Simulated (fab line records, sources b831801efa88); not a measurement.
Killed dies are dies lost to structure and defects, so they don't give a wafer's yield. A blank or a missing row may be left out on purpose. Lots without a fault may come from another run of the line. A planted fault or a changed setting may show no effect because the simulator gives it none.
fab line records | flow sky130
record lots=24 wafers=72 last_day=50
route steps=708 shown VT_ADJUST_PCH@150 METAL2@499 VIA3@595 VIA4@650 METAL5@675
lots that met no fault: from a run of the same line without faults
start_h: hours from the record's first day to the start of the lot's first wafer shown | wait_h: hours since the lot's step before | " the same as in the row above | L1.1+2: a row that stands for several wafers | - no value, or no start given | * or withheld: withheld | < > ~ a bound
route shown NAME@n: a module of which the file shows steps, and the number in the route of the first | usual: mean/standard deviation of fault-free wafers | same: alike in all rows | chamber/n: place in a boat | sites: the reading at each site | _std_site: their standard deviation | _edge_site: outer sites' mean less inner sites' | radius_mm: how far each site lies from the wafer's centre | mask NAME#n: copy n | behind: the tool/chamber that last shaped the wafer | hold: why the lot was held/for how many hours/how that ended | device: the transistor (n, p or np) that didn't switch | end of line: the same wafers' tests at the end of the route | a step without rows: its recipe alone | killed: dies lost to structure and defects at the first sort, not the wafer's yield | map: a wafer's dies, x killed, . not, _ none there
set.NAME: the setting as run; set.NAME@STEP: as run at that earlier step | model.NAME: the simulator's own value behind a step, which no gauge read
steps of the route over a sample of lots; a table a step, a row a wafer
services: from which hour (start_h, from the record's first day; less than 0 if before it) a tool's chamber was out of use, for how many hours, and why
## steps
# step SKY_VT_ADJUST_PCH_OVL_MEAS_07
# usual VT_ADJUST_PCH_OVL=-1.1/1.4
# columns lot.wafer tool chamber start_h wait_h VT_ADJUST_PCH_OVL[nm]
L074.1 overlay-01 - 222.84 - -0.3
L074.2 " - " " -2.0
L074.5 " - " " -0.3
L075.1 overlay-01 - 234.19 - -2.5
L075.2 " - " " 0.8
L075.3 " - " " -1.4
L076.1 overlay-01 - 239.79 - 0.3
L076.2 " - " " 0.9
L076.4 " - " " 1.1
L077.3 overlay-01 - 250.47 - 0.8
L077.5 " - " " -1.8
L077.6 " - " " -0.3
L079.2 overlay-02 - 267.83 - -1.7
L079.4 " - " " -1.7
L079.5 " - " " -1.9
L078.1 overlay-02 - 269.62 - -3.0
L078.3 " - " " -3.3
L078.4 " - " " -2.6
L080.2 overlay-01 - 290.27 - -1.2
L080.4 " - " " -2.5
L080.5 " - " " -3.9
L081.1 overlay-02 - 291.26 - -1.9
L081.3 " - " " -1.3
L081.6 " - " " -1.3
L082.1 overlay-02 - 302.44 - -0.6
L082.4 " - " " 0.6
L082.5 " - " " 1.2
L083.3 overlay-02 - 307.93 - -3.2
L083.4 " - " " -1.2
L083.6 " - " " 0.7
L084.3 overlay-02 - 321.95 - -3.7
L084.4 " - " " -1.0
L084.6 " - " " -1.7
L086.1 overlay-02 - 324.66 - -1.4
L086.2 " - " " 1.6
L086.6 " - " " -1.5
L085.1 overlay-02 - 325.01 - -2.9
L085.5 " - " " -3.4
L085.6 " - " " -3.1
L087.1 overlay-02 - 330.61 - 1.5
L087.2 " - " " 2.7
L087.6 " - " " -0.5
L089.1 overlay-01 - 339.91 - -0.4
L089.4 " - " " -1.2
L089.5 " - " " 0.5
L088.1 overlay-01 - 341.64 - -1.7
L088.2 " - " " -3.7
L088.5 " - " " -4.1
L090.1 overlay-02 - 357.24 - -2.0
L090.2 " - " " -1.4
L090.3 " - " " -0.7
L091.1 overlay-01 - 359.94 - -1.7
L091.2 " - " " -0.7
L091.4 " - " " -1.3
L092.1 overlay-02 - 365.91 - 0.1
L092.2 " - " " 0.2
L092.5 " - " " -0.1
L093.2 overlay-01 - 373.74 - -1.3
L093.3 " - " " -1.0
L093.6 " - " " 0.9
L094.3 overlay-01 - 381.37 - -1.4
L094.5 " - " " -0.6
L094.6 " - " " -0.7
L095.2 overlay-01 - 388.77 - -0.4
L095.3 " - " " 0.5
L095.6 " - " " -1.7
L096.1 overlay-01 - 398.11 - -1.4
L096.3 " - " " -0.1
L096.5 " - " " -1.8
L097.2 overlay-01 - 408.47 - -0.9
L097.3 " - " " -0.8
L097.5 " - " " -0.6
# step SKY_METAL2_OVL_MEAS_16
# usual METAL2_OVL=-2/7
# columns lot.wafer tool chamber start_h wait_h METAL2_OVL[nm]
L074.1 overlay-01 - 812.83 0.1 -4
L074.2 " - " " 7
L074.5 " - " " 3
L075.1 overlay-02 - 833.08 0.1 1
L075.2 " - " " -6
L075.3 " - " " -5
L076.1 overlay-01 - 837.96 0.1 5
L076.2 " - " " 6
L076.4 " - " " 9
L077.3 overlay-01 - 841.35 0.1 -8
L077.5 " - " " -8
L077.6 " - " " -7
L079.2 overlay-02 - 852.89 0.1 5
L079.4 " - " " -4
L079.5 " - " " 4
L078.1 overlay-02 - 866.43 0.1 0
L078.3 " - " " -4
L078.4 " - " " -7
L080.2 overlay-02 - 879.34 0.1 4
L080.4 " - " " 7
L080.5 " - " " -2
L081.1 overlay-02 - 882.13 0.1 1
L081.3 " - " " 1
L081.6 " - " " -8
L082.1 overlay-02 - 895.18 0.1 -9
L082.4 " - " " -7
L082.5 " - " " -10
L083.3 overlay-01 - 901.07 0.1 -11
L083.4 " - " " -8
L083.6 " - " " -9
L084.3 overlay-02 - 913.79 0.1 -7
L084.4 " - " " -8
L084.6 " - " " -10
L085.1 overlay-01 - 915.66 0.1 -2
L085.5 " - " " -2
L085.6 " - " " 10
L086.1 overlay-02 - 918.03 0.1 0
L086.2 " - " " -9
L086.6 " - " " -5
L087.1 overlay-02 - 924.18 0.1 -16
L087.2 " - " " -11
L087.6 " - " " -7
L089.1 overlay-01 - 927.28 0.1 -5
L089.4 " - " " -9
L089.5 " - " " -8
L088.1 overlay-01 - 931.63 0.1 -3
L088.2 " - " " 0
L088.5 " - " " 4
L090.1 overlay-02 - 942.16 0.1 -1
L090.2 " - " " -5
L090.3 " - " " -7
L091.1 overlay-02 - 948.33 0.1 6
L091.2 " - " " 4
L091.4 " - " " 10
L092.1 overlay-02 - 951.86 0.1 12
L092.2 " - " " 8
L092.5 " - " " 12
L093.2 overlay-01 - 955.11 0.1 -1
L093.3 " - " " -2
L093.6 " - " " -5
L094.3 overlay-02 - 959.95 0.1 2
L094.5 " - " " -2
L094.6 " - " " -2
L095.2 overlay-01 - 966.91 0.1 -8
L095.3 " - " " -8
L095.6 " - " " -15
L096.1 overlay-02 - 973.63 0.1 -4
L096.3 " - " " 2
L096.5 " - " " -6
L097.2 overlay-02 - 993.44 0.1 0
L097.3 " - " " 1
L097.5 " - " " 5
# step SKY_VIA3_RS_MEAS_22
# recipe thk_meas_gauge=four-point-probe reads=W_of_VIA3_CVD_21+TiN_of_VIA3_SPUTTER_20
# usual VIA3_W_RS=0.293/0.0041
# columns lot.wafer tool chamber start_h wait_h VIA3_W_RS[ohm/sq]
L074.1 film_metro-01 - 922.82 0.7 0.294
L074.2 " - " " 0.292
L074.5 " - " " 0.296
L075.1 film_metro-01 - 939.94 0.2 0.292
L075.2 " - " " 0.295
L075.3 " - " " 0.289
L076.1 film_metro-04 - 945.81 0.1 0.292
L076.2 " - " " 0.296
L076.4 " - " " 0.294
L077.3 film_metro-02 - 948.52 0.1 0.283
L077.5 " - " " 0.288
L077.6 " - " " 0.282
L079.2 film_metro-01 - 958.66 0.1 0.295
L079.4 " - " " 0.294
L079.5 " - " " 0.293
L078.1 film_metro-02 - 970.63 0.1 0.295
L078.3 " - " " 0.294
L078.4 " - " " 0.286
L080.2 film_metro-02 - 982.47 0.1 0.297
L080.4 " - " " 0.297
L080.5 " - " " 0.295
L081.1 film_metro-02 - 983.87 0.1 0.297
L081.3 " - " " 0.291
L081.6 " - " " 0.297
L082.1 film_metro-02 - 997.85 0.2 0.295
L082.4 " - " " 0.294
L082.5 " - " " 0.294
L083.3 film_metro-01 - 1003.31 0.1 0.294
L083.4 " - " " 0.293
L083.6 " - " " 0.295
L084.3 film_metro-04 - 1015.06 0.1 0.291
L084.4 " - " " 0.286
L084.6 " - " " 0.292
L085.1 film_metro-01 - 1017.14 0.1 0.298
L085.5 " - " " 0.294
L085.6 " - " " 0.288
L086.1 film_metro-02 - 1019.60 0.1 0.298
L086.2 " - " " 0.296
L086.6 " - " " 0.297
L087.1 film_metro-02 - 1024.91 0.1 0.297
L087.2 " - " " 0.290
L087.6 " - " " 0.286
L089.1 film_metro-01 - 1027.14 0.1 0.289
L089.4 " - " " 0.286
L089.5 " - " " 0.296
L088.1 film_metro-01 - 1030.73 0.1 0.297
L088.2 " - " " 0.288
L088.5 " - " " 0.287
L090.1 film_metro-01 - 1042.61 0.1 0.296
L090.2 " - " " 0.287
L090.3 " - " " 0.286
L091.1 film_metro-02 - 1047.52 0.1 0.293
L091.2 " - " " 0.297
L091.4 " - " " 0.301
L092.1 film_metro-04 - 1051.09 0.1 0.286
L092.2 " - " " 0.292
L092.5 " - " " 0.287
L093.2 film_metro-04 - 1053.76 0.2 0.296
L093.3 " - " " 0.297
L093.6 " - " " 0.296
L094.3 film_metro-01 - 1057.86 0.2 0.296
L094.5 " - " " 0.295
L094.6 " - " " 0.294
L095.2 film_metro-04 - 1064.15 0.1 0.295
L095.3 " - " " 0.298
L095.6 " - " " 0.294
L096.1 film_metro-01 - 1070.63 0.1 0.296
L096.3 " - " " 0.293
L096.5 " - " " 0.299
L097.2 film_metro-01 - 1088.37 0.1 0.295
L097.3 " - " " 0.297
L097.5 " - " " 0.295
# step SKY_VIA4_OVL_MEAS_11
# usual VIA4_OVL=0.3/1.6
# columns lot.wafer tool chamber start_h wait_h VIA4_OVL[nm]
L074.1 overlay-02 - 997.14 0.1 -1.2
L074.2 " - " " 0.5
L074.5 " - " " 1.3
L075.1 overlay-01 - 1011.91 0.1 1.8
L075.2 " - " " 2.0
L075.3 " - " " 0.9
L076.1 overlay-01 - 1018.89 0.1 1.4
L076.2 " - " " 1.7
L076.4 " - " " 0.2
L077.3 overlay-01 - 1020.85 0.1 1.4
L077.5 " - " " 0.6
L077.6 " - " " 1.4
L079.2 overlay-01 - 1029.99 0.1 -2.2
L079.4 " - " " -1.6
L079.5 " - " " -2.7
L078.1 overlay-02 - 1043.46 0.1 -0.6
L078.3 " - " " -1.1
L078.4 " - " " 1.3
L080.2 overlay-01 - 1053.21 0.1 1.0
L080.4 " - " " 0.4
L080.5 " - " " 1.7
L081.1 overlay-01 - 1054.76 0.1 2.9
L081.3 " - " " 4.4
L081.6 " - " " 3.6
L082.1 overlay-02 - 1067.05 0.1 0.8
L082.4 " - " " 1.3
L082.5 " - " " 2.1
L083.3 overlay-02 - 1072.50 0.1 -1.8
L083.4 " - " " -1.4
L083.6 " - " " -0.2
L084.3 overlay-01 - 1081.80 0.1 1.0
L084.4 " - " " 0.4
L084.6 " - " " 0.8
L085.1 overlay-01 - 1085.16 0.1 2.7
L085.5 " - " " 2.1
L085.6 " - " " 2.0
L086.1 overlay-01 - 1088.25 0.1 0.3
L086.2 " - " " 0.8
L086.6 " - " " 0.3
L087.1 overlay-01 - 1093.90 0.1 0.2
L087.2 " - " " 1.1
L087.6 " - " " 0.1
L089.1 overlay-01 - 1094.09 0.1 -2.8
L089.4 " - " " 0.0
L089.5 " - " " -0.3
L088.1 overlay-01 - 1097.20 0.1 1.1
L088.2 " - " " -0.1
L088.5 " - " " 0.3
L090.1 overlay-02 - 1108.45 0.1 -2.5
L090.2 " - " " -2.4
L090.3 " - " " -2.6
L091.1 overlay-02 - 1113.29 0.1 -0.4
L091.2 " - " " -0.9
L091.4 " - " " 1.4
L092.1 overlay-02 - 1115.30 0.1 -0.8
L092.2 " - " " 0.0
L092.5 " - " " 0.0
L093.2 overlay-02 - 1118.84 0.1 -0.8
L093.3 " - " " -1.7
L093.6 " - " " -3.1
L094.3 overlay-01 - 1119.80 0.1 2.0
L094.5 " - " " 0.2
L094.6 " - " " 1.5
L095.2 overlay-02 - 1127.86 0.1 0.0
L095.3 " - " " -0.5
L095.6 " - " " 0.9
L096.1 overlay-01 - 1133.45 0.1 2.4
L096.3 " - " " 3.2
L096.5 " - " " 1.1
L097.2 overlay-02 - 1149.47 0.1 -0.4
L097.3 " - " " 0.7
L097.5 " - " " 0.9
# step SKY_METAL5_DESCUM_14
# recipe chemistry=O2 source_power_w=150 bias_power_w=0 pressure_mtorr=10 temp_c=40 time_s=11
# usual drypump_motor_current_A=5.7/0.42 oes_product_au=0.998/0.0097 temp_c=40.00/0.11
# columns lot.wafer tool chamber start_h wait_h drypump_motor_current_A oes_product_au rf_hours_counter_h temp_c
L074.1 rie_metal-02 1 1021.76 0.1 6.1 1.006 6 39.91
L074.2 " 0 " " 6.1 1.026 12 39.92
L074.5 " 0 " " 6.0 1.021 - 40.00
L075.1 rie_metal-01 1 1035.59 0.1 5.3 1.002 3 39.91
L075.2 " 0 " " 5.8 1.003 6 39.94
L075.3 " 0 " " 5.8 1.003 - 39.92
L076.1 rie_metal-02 0 1042.74 0.1 6.0 1.016 13 40.23
L076.2 " 1 " " 6.1 1.000 8 40.08
L076.4 " 0 " " 6.0 1.007 - 40.22
L077.3 rie_metal-01 0 1044.42 0.1 5.8 0.987 - 39.96
L077.5 " 1 " " 5.3 0.996 - 40.04
L077.6 " 0 " " 5.8 0.985 - 39.95
L079.2 rie_metal-02 1 1053.51 0.1 6.1 1.004 8 40.06
L079.4 " 1 " " 6.2 1.008 - 40.17
L079.5 " 0 " " 6.0 1.009 - 39.90
L078.1 rie_metal-04 1 1067.27 0.1 5.2 0.998 19 40.14
L078.3 " 1 " " 5.1 0.990 - 40.02
L078.4 " 0 " " 6.2 0.996 - 39.94
L080.2 rie_metal-01 0 1074.84 0.1 5.8 0.985 9 39.92
L080.4 " 1 " " 5.3 1.003 - 40.15
L080.5 " 1 " " 5.3 0.997 - 40.19
L081.1 rie_metal-01 1 1076.87 0.1 5.3 1.001 6 40.12
L081.3 " 0 " " 5.8 0.996 - 39.95
L081.6 " 0 " " 5.8 0.991 - 39.93
L082.1 rie_metal-02 0 1089.91 0.1 6.0 1.016 16 40.04
L082.4 " 1 " " 6.2 1.008 - 40.02
L082.5 " 0 " " 6.0 1.024 - 39.94
L083.3 rie_metal-01 0 1096.18 0.1 5.8 0.985 - 39.94
L083.4 " 1 " " 5.3 0.992 - 40.01
L083.6 " 1 " " 5.3 0.995 - 40.12
L084.3 rie_metal-02 0 1104.23 0.1 6.0 1.001 - 40.19
L084.4 " 1 " " 6.2 1.004 - 40.05
L084.6 " 1 " " 6.1 0.999 - 40.12
L085.1 rie_metal-04 1 1106.89 0.1 5.1 0.987 22 40.01
L085.5 " 0 " " 6.2 0.985 - 40.11
L085.6 " 1 " " 5.1 0.989 - 40.08
L086.1 rie_metal-01 1 1110.47 0.1 5.3 0.995 8 40.02
L086.2 " 0 " " 5.8 0.987 12 40.07
L086.6 " 0 " " 5.8 0.998 - 40.00
L087.1 rie_metal-04 0 1114.42 0.1 6.2 0.986 5 39.99
L087.2 " 1 " " 5.1 0.993 22 39.85
L087.6 " 1 " " 5.1 0.999 - 39.99
L089.1 rie_metal-04 0 1115.11 0.1 6.2 1.004 6 39.90
L089.4 " 1 " " 5.2 0.994 - 39.82
L089.5 " 0 " " 6.2 1.008 - 40.14
L088.1 rie_metal-04 1 1118.54 0.1 5.2 0.993 23 39.98
L088.2 " 0 " " 6.2 0.999 6 40.00
L088.5 " 1 " " 5.2 0.990 - 39.98
L090.1 rie_metal-01 1 1129.67 0.1 5.3 0.995 10 40.01
L090.2 " 0 " " 5.8 0.986 13 39.90
L090.3 " 0 " " 5.8 0.992 - 40.04
L091.1 rie_metal-04 1 1134.94 0.1 5.1 0.988 24 40.06
L091.2 " 0 " " 6.2 0.992 7 39.92
L091.4 " 1 " " 5.1 0.984 - 40.09
L092.1 rie_metal-01 0 1136.96 0.1 5.8 0.992 14 39.95
L092.2 " 1 " " 5.3 1.002 10 39.89
L092.5 " 0 " " 5.8 0.990 - 39.91
L093.2 rie_metal-02 1 1140.41 0.1 6.2 0.996 15 40.12
L093.3 " 1 " " 6.1 1.016 - 39.86
L093.6 " 1 " " 6.1 1.004 - 40.07
L094.3 rie_metal-04 1 1140.48 0.1 5.2 0.991 - 40.19
L094.5 " 0 " " 6.2 0.996 - 39.99
L094.6 " 1 " " 5.1 0.984 - 40.10
L095.2 rie_metal-04 1 1148.86 0.1 5.1 0.992 25 40.01
L095.3 " 0 " " 6.2 1.002 - 39.90
L095.6 " 0 " " 6.2 0.995 - 39.97
L096.1 rie_metal-04 0 1154.49 0.1 6.2 0.994 9 39.97
L096.3 " 1 " " 5.1 0.985 - 40.15
L096.5 " 0 " " 6.2 0.994 - 40.02
L097.2 rie_metal-02 0 1168.34 0.1 6.0 1.002 24 39.93
L097.3 " 0 " " 6.0 0.995 - 39.90
L097.5 " 1 " " 6.1 1.010 - 39.94
# step SKY_METAL5_STRIP_16
# recipe chemistry=O2/N2 power_w=1400 pressure_mtorr=1500 platen_temp_c=withheld o2_flow_sccm=3000 n2_flow_sccm=300 overash_fraction=0.5
# usual drypump_motor_current_A=5.8/0.32 oes_product_au=0.710/0.0046 strip_time_to_endpoint_s=13.10/0.15
# columns lot.wafer tool chamber start_h wait_h drypump_motor_current_A oes_product_au rf_hours_counter_h strip_time_to_endpoint_s
L074.1 plasma_asher-01 0 1022.03 0.2 5.7 0.706 27 13.14
L074.2 " 1 " " 6.2 0.702 27 12.76
L074.5 " 0 " " 5.7 0.711 - 12.81
L075.1 plasma_asher-02 1 1035.86 0.2 5.4 0.710 60 13.19
L075.2 " 0 " " 6.2 0.712 60 13.18
L075.3 " 0 " " 6.2 0.709 - 13.25
L076.1 plasma_asher-01 1 1043.01 0.2 6.2 0.710 29 12.93
L076.2 " 0 " " 5.7 0.711 29 13.05
L076.4 " 0 " " 5.7 0.707 - 12.86
L077.3 plasma_asher-04 0 1044.71 0.1 5.8 0.707 - 13.28
L077.5 " 1 " " 5.3 0.705 - 13.17
L077.6 " 0 " " 5.8 0.713 - 13.18
L079.2 plasma_asher-01 0 1053.78 0.2 5.7 0.708 31 12.92
L079.4 " 1 " " 6.1 0.712 - 12.90
L079.5 " 1 " " 6.2 0.707 - 12.84
L078.1 plasma_asher-01 1 1067.53 0.2 6.1 0.717 32 13.25
L078.3 " 0 " " 5.7 0.720 - 13.25
L078.4 " 1 " " 6.2 0.712 - 13.23
L080.2 plasma_asher-04 0 1075.11 0.2 5.8 0.715 94 13.13
L080.4 " 0 " " 5.8 0.711 - 13.11
L080.5 " 0 " " 5.8 0.706 - 13.07
L081.1 plasma_asher-01 0 1077.13 0.2 5.7 0.712 33 13.01
L081.3 " 1 " " 6.1 0.706 - 13.23
L081.6 " 0 " " 5.7 0.703 - 13.23
L082.1 plasma_asher-01 0 1090.18 0.2 5.7 0.718 34 12.83
L082.4 " 0 " " 5.7 0.699 - 12.84
L082.5 " 1 " " 6.1 0.705 - 12.83
L083.3 plasma_asher-01 0 1096.47 0.1 5.7 0.712 - 13.06
L083.4 " 1 " " 6.1 0.713 - 13.02
L083.6 " 1 " " 6.1 0.711 - 12.98
L084.3 plasma_asher-04 0 1104.52 0.1 5.8 0.716 - 12.78
L084.4 " 1 " " 5.3 0.715 - 12.83
L084.6 " 1 " " 5.3 0.715 - 12.83
L085.1 plasma_asher-01 1 1107.16 0.2 6.1 0.713 36 13.28
L085.5 " 0 " " 5.7 0.703 - 13.13
L085.6 " 1 " " 6.2 0.713 - 13.21
L086.1 plasma_asher-01 1 1110.73 0.2 6.1 0.719 36 13.19
L086.2 " 0 " " 5.7 0.705 36 13.19
L086.6 " 1 " " 6.1 0.713 - 13.26
L087.1 plasma_asher-04 0 1114.68 0.2 5.8 0.714 98 13.07
L087.2 " 1 " " 5.3 0.709 98 13.17
L087.6 " 0 " " 5.8 0.704 - 13.22
L089.1 plasma_asher-02 1 1115.38 0.2 5.4 0.710 66 13.19
L089.4 " 1 " " 5.4 0.709 - 13.20
L089.5 " 0 " " 6.2 0.711 - 13.18
L088.1 plasma_asher-02 0 1118.81 0.2 6.2 0.716 67 13.23
L088.2 " 1 " " 5.4 0.717 67 13.21
L088.5 " 0 " " 6.2 0.713 - 13.26
L090.1 plasma_asher-04 0 1129.93 0.2 5.8 0.708 99 12.99
L090.2 " 1 " " 5.3 0.716 99 13.14
L090.3 " 1 " " 5.3 0.712 - 13.18
L091.1 plasma_asher-02 0 1135.21 0.2 6.2 0.711 68 13.27
L091.2 " 1 " " 5.4 0.711 68 13.22
L091.4 " 0 " " 6.2 0.706 - 13.32
L092.1 plasma_asher-01 1 1137.23 0.2 6.1 0.710 39 13.10
L092.2 " 0 " " 5.7 0.712 39 13.06
L092.5 " 0 " " 5.7 0.714 - 13.08
L093.2 plasma_asher-01 0 1140.68 0.2 5.7 0.714 39 12.96
L093.3 " 0 " " 5.7 0.713 - 13.06
L093.6 " 1 " " 6.2 0.705 - 13.05
L094.3 plasma_asher-02 0 1140.77 0.1 6.2 0.710 - 13.15
L094.5 " 1 " " 5.4 0.713 - 13.16
L094.6 " 0 " " 6.2 0.712 - 13.22
L095.2 plasma_asher-01 0 1149.13 0.2 5.7 0.706 40 13.25
L095.3 " 0 " " 5.7 0.699 - 13.15
L095.6 " 1 " " 6.1 0.707 - 13.08
L096.1 plasma_asher-04 0 1154.76 0.2 5.8 0.710 102 13.20
L096.3 " 0 " " 5.8 0.707 - 13.25
L096.5 " 1 " " 5.3 0.705 - 13.11
L097.2 plasma_asher-02 0 1168.61 0.2 6.2 0.702 71 12.97
L097.3 " 0 " " 6.2 0.710 - 13.04
L097.5 " 0 " " 6.3 0.714 - 13.03
## services
# columns tool chamber start_h hours kind
plasma_asher-01 - 1009.62 2.8 pm
rie_metal-04 0 1009.92 - clean
rie_metal-04 0 1009.92 17.3 scheduled_down
rie_metal-04 0 1009.92 17.3 vent_cycle
plasma_asher-01 - 1069.00 4.1 repair
plasma_asher-02 - 1074.96 18.7 repair
rie_metal-02 - 1079.93 2.8 pm
plasma_asher-02 - 1106.93 0.6 repair
plasma_asher-02 - 1128.69 4.8 repair
plasma_asher-01 - 1130.91 1.2 repair
rie_metal-04 - 1150.82 2.8 pm
plasma_asher-01 - 1154.22 1.1 repair
## key
fault none
